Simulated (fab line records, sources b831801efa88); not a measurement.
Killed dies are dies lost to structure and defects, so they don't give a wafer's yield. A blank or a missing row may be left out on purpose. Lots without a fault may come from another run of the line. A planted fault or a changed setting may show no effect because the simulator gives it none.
Which tool did it? | flow gf180mcu | 13 lots, 39 wafers sampled, at 5 steps of a route of 602

WHAT THE GAUGES READ, wafer by wafer
GF_STI_THK_MEAS_30. Usual: STI_OXIDATION_02_THK 9.95 nm, standard deviation 0.17.
lot  | measured    | on            | STI_OXIDATION_02_THK (nm) | flag
L543 | day 2 09:00 | film_metro-02 | 9.92 9.94 10.01           |
L544 | day 2 20:17 | film_metro-01 | 9.85 9.88 10.09           |
L545 | day 2 20:16 | film_metro-02 | 9.88 9.97 9.89            |
L546 | day 3 03:09 | film_metro-04 | 10.03 10.11 10.10         |
L547 | day 3 06:46 | film_metro-01 | 10.46 10.29 10.40         |
L551 | day 4 00:55 | film_metro-02 | 10.03 10.08 9.94          |
L553 | day 4 10:59 | film_metro-02 | 9.64 9.54 9.88            |
L554 | day 4 17:53 | film_metro-01 | 9.71 9.93 9.91            |
L555 | day 4 19:08 | film_metro-01 | 9.88 9.73 9.92            |
L556 | day 5 01:52 | film_metro-01 | 9.91 9.98 9.90            |
L557 | day 5 05:29 | film_metro-02 | 9.98 10.17 9.92           |
L564 | day 6 18:08 | film_metro-02 | 9.97 9.98 9.94            |
L566 | day 7 04:41 | film_metro-01 | 9.87 10.05 10.04          |

GF_NWELL_TW_MEAS_11. Usual: NWELL_TW 1580, standard deviation 14.
lot  | measured    | on            | NWELL_TW       | flag
L543 | day 3 10:34 | film_metro-03 | 1606 1600 1601 |
L544 | day 3 21:49 | film_metro-02 | 1569 1584 1576 |
L545 | day 3 22:45 | film_metro-03 | 1606 1608 1600 |
L546 | day 4 06:01 | film_metro-02 | 1578 1570 1581 |
L547 | day 4 09:22 | film_metro-02 | 1577 1575 1576 |
L551 | day 5 04:27 | film_metro-04 | 1565 1565 1565 |
L553 | day 5 14:48 | film_metro-04 | 1567 1565 1558 |
L554 | day 5 22:08 | film_metro-02 | 1572 1568 1580 |
L555 | day 6 00:27 | film_metro-04 | 1575 1576 1565 |
L556 | day 6 07:05 | film_metro-04 | 1561 1567 1575 |
L557 | day 6 12:00 | film_metro-04 | 1566 1570 1574 |
L564 | day 8 01:58 | film_metro-04 | 1571 1573 1569 |
L566 | day 8 13:25 | film_metro-02 | 1571 1578 1569 |

GF_VT_IMPLANT_RS_MEAS_48: measures by four-point-probe. Usual: LVPWELL_RS 1195.7 ohm/sq, standard deviation 3.
lot  | measured     | on            | LVPWELL_RS (ohm/sq)  | flag
L543 | day 7 18:11  | film_metro-04 | 1194.7 1197.9 1194.9 |
L544 | day 8 06:26  | film_metro-02 | 1196.5 1198.7 1196.4 |
L545 | day 8 07:51  | film_metro-04 | 1192.1 1190.5 1188.0 |
L546 | day 8 15:44  | film_metro-02 | 1195.0 1198.2 1197.5 |
L547 | day 8 20:10  | film_metro-04 | 1193.1 1194.8 1195.9 |
L551 | day 9 21:52  | film_metro-04 | 1192.5 1197.1 1195.3 |
L553 | day 10 07:07 | film_metro-04 | 1195.4 1195.7 1195.7 |
L554 | day 10 17:26 | film_metro-04 | 1191.6 1192.7 1193.1 |
L555 | day 10 21:27 | film_metro-02 | 1199.7 1198.5 1199.2 |
L556 | day 11 04:46 | film_metro-03 | 1194.4 1197.8 1196.7 |
L557 | day 11 11:31 | film_metro-03 | 1200.5 1195.9 1196.8 |
L564 | day 13 10:55 | film_metro-04 | 1258.6 1258.5 1258.4 | OFF
L566 | day 13 22:22 | film_metro-04 | 1257.4 1260.3 1254.2 | OFF

WHICH TOOL RAN EACH LOT (tool, then ch and the chambers of the sampled wafers, then the start)
lot  | GF_STI_STRIP_15                     | GF_LVPWELL_IMPLANT_08
L543 | plasma_asher-02 ch 0,1, day 2 01:29 | implanter-02 ch 0, day 3 23:59
L544 | plasma_asher-01 ch 0,1, day 2 07:55 | implanter-04 ch 0, day 4 11:08
L545 | plasma_asher-01 ch 0,1, day 2 12:02 | implanter-01 ch 0, day 4 11:27
L546 | plasma_asher-01 ch 0,1, day 2 16:35 | implanter-04 ch 0, day 4 19:07
L547 | plasma_asher-03 ch 0,1, day 3 01:34 | implanter-01 ch 0, day 4 22:40
L551 | plasma_asher-03 ch 0,1, day 3 19:55 | implanter-01 ch 0, day 5 19:14
L553 | plasma_asher-03 ch 0,1, day 4 04:35 | implanter-02 ch 0, day 6 04:42
L554 | plasma_asher-02 ch 0,1, day 4 10:53 | implanter-02 ch 0, day 6 12:47
L555 | plasma_asher-02 ch 0,1, day 4 15:04 | implanter-02 ch 0, day 6 15:37
L556 | plasma_asher-02 ch 0,1, day 4 20:55 | implanter-02 ch 0, day 6 21:38
L557 | plasma_asher-02 ch 0,1, day 5 01:20 | implanter-02 ch 0, day 7 02:53
L564 | plasma_asher-02 ch 0,1, day 6 13:52 | implanter-01 ch 0, day 8 18:11
L566 | plasma_asher-01 ch 0,1, day 7 00:19 | implanter-01 ch 0, day 9 06:07
- GF_STI_STRIP_15: strips in O2/N2.
- GF_LVPWELL_IMPLANT_08

WHAT THE TOOLS THEMSELVES READ (means of the sampled wafers that have a number; where no wafer has one, the mark that the record gives instead)
GF_STI_STRIP_15. Usual: drypump_motor_current_A 5.4 A, standard deviation 0.45; heater_power_w 321 W, standard deviation 33; oes_product_au 0.383 a.u., standard deviation 0.0056; strip_time_to_endpoint_s 3.71 s, standard deviation 0.078.
lot  | tool            | drypump_motor_current_A (A) | heater_power_w (W) | oes_product_au (a.u.) | strip_time_to_endpoint_s (s) | flag
L543 | plasma_asher-02 | 5.1                         | 313                | 0.381                 | 3.63                         |
L544 | plasma_asher-01 | 5.5                         | 304                | 0.380                 | 3.66                         |
L545 | plasma_asher-01 | 5.3                         | 302                | 0.385                 | 3.80                         |
L546 | plasma_asher-01 | 5.6                         | 315                | 0.380                 | 3.59                         |
L547 | plasma_asher-03 | 5.5                         | 371                | 0.387                 | 3.74                         |
L551 | plasma_asher-03 | 5.5                         | 367                | 0.383                 | 3.75                         |
L553 | plasma_asher-03 | 5.5                         | 371                | 0.386                 | 3.72                         |
L554 | plasma_asher-02 | 5.5                         | 310                | 0.386                 | 3.77                         |
L555 | plasma_asher-02 | 5.1                         | 317                | 0.376                 | 3.65                         |
L556 | plasma_asher-02 | 5.2                         | 315                | 0.386                 | 3.74                         |
L557 | plasma_asher-02 | 5.2                         | 316                | 0.384                 | 3.69                         |
L564 | plasma_asher-02 | 5.5                         | 309                | 0.386                 | 3.77                         |
L566 | plasma_asher-01 | 5.6                         | 305                | 0.384                 | 3.77                         |

GF_LVPWELL_IMPLANT_08. Usual: beam_energy_keV 170.00, standard deviation 0.053; beam_on_s 10.03 s, standard deviation 0.2; end_station_pressure_torr 5.06e-06 Torr, standard deviation 2.6e-07.
lot  | tool         | beam_energy_keV | beam_on_s (s) | end_station_pressure_torr (Torr) | flag
L543 | implanter-02 | 170.01          | 10.17         | 5.08e-06                         |
L544 | implanter-04 | 169.97          | 10.12         | 5.09e-06                         |
L545 | implanter-01 | 169.97          | 10.10         | 5.03e-06                         |
L546 | implanter-04 | 169.98          | 10.18         | 5.00e-06                         |
L547 | implanter-01 | 170.03          | 10.09         | 5.21e-06                         |
L551 | implanter-01 | 170.06          | 9.98          | 5.25e-06                         |
L553 | implanter-02 | 169.93          | 9.90          | 5.35e-06                         |
L554 | implanter-02 | 169.98          | 9.93          | 5.30e-06                         |
L555 | implanter-02 | 170.03          | 10.00         | 5.10e-06                         |
L556 | implanter-02 | 169.99          | 10.00         | 5.15e-06                         |
L557 | implanter-02 | 170.03          | 9.86          | 5.01e-06                         |
L564 | implanter-01 | 132.07          | 9.90          | 5.00e-06                         | OFF
L566 | implanter-01 | 132.01          | 9.98          | 4.93e-06                         | OFF

THE ANSWER, worked out from the rows above alone
Rule: a lot is off if the mean of its wafers that have a number lies more than 3 standard deviations from the usual mean. A lot without any number at a reading at which 4 lots or more have one is off too. The other lots that the step has rows for count as sound. The gauges are gone through in route order, then the tools' own readings, and for those a lot's mean is taken as printed above. The first step at which some lot is off is used, and at that step the reading that is off furthest; a lot without a number counts as furthest.
Off: L564, L566, at GF_VT_IMPLANT_RS_MEAS_48 (LVPWELL_RS).
A tool fits if, at a process step before that reading, it ran every lot that is off, and no sound lot after the first of them. The gauges at GF_VT_IMPLANT_RS_MEAS_48 aren't tried: what is off there is off at GF_LVPWELL_IMPLANT_08 too, on other tools, and a gauge's error can't cause that. One fits: implanter-01 at GF_LVPWELL_IMPLANT_08. Its last sound lot is L551 (day 5 19:14), its first lot that is off L564 (day 8 18:11): a fault that began between those two fits.
The tool's own readings at GF_LVPWELL_IMPLANT_08 bear it out: on the lots that are off they differ by more than 5 times the standard deviation of the sound lots' means. beam_energy_keV reads 132.04 there against 170.00 on the sound lots.

WHAT THE SIMULATOR HAD PUT IN
Process parameter drift: implanter-01, from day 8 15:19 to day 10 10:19, at GF_LVPWELL_IMPLANT_08. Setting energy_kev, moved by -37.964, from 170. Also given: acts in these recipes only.
Lots struck among those shown: L564, L566. The rule above found the same.
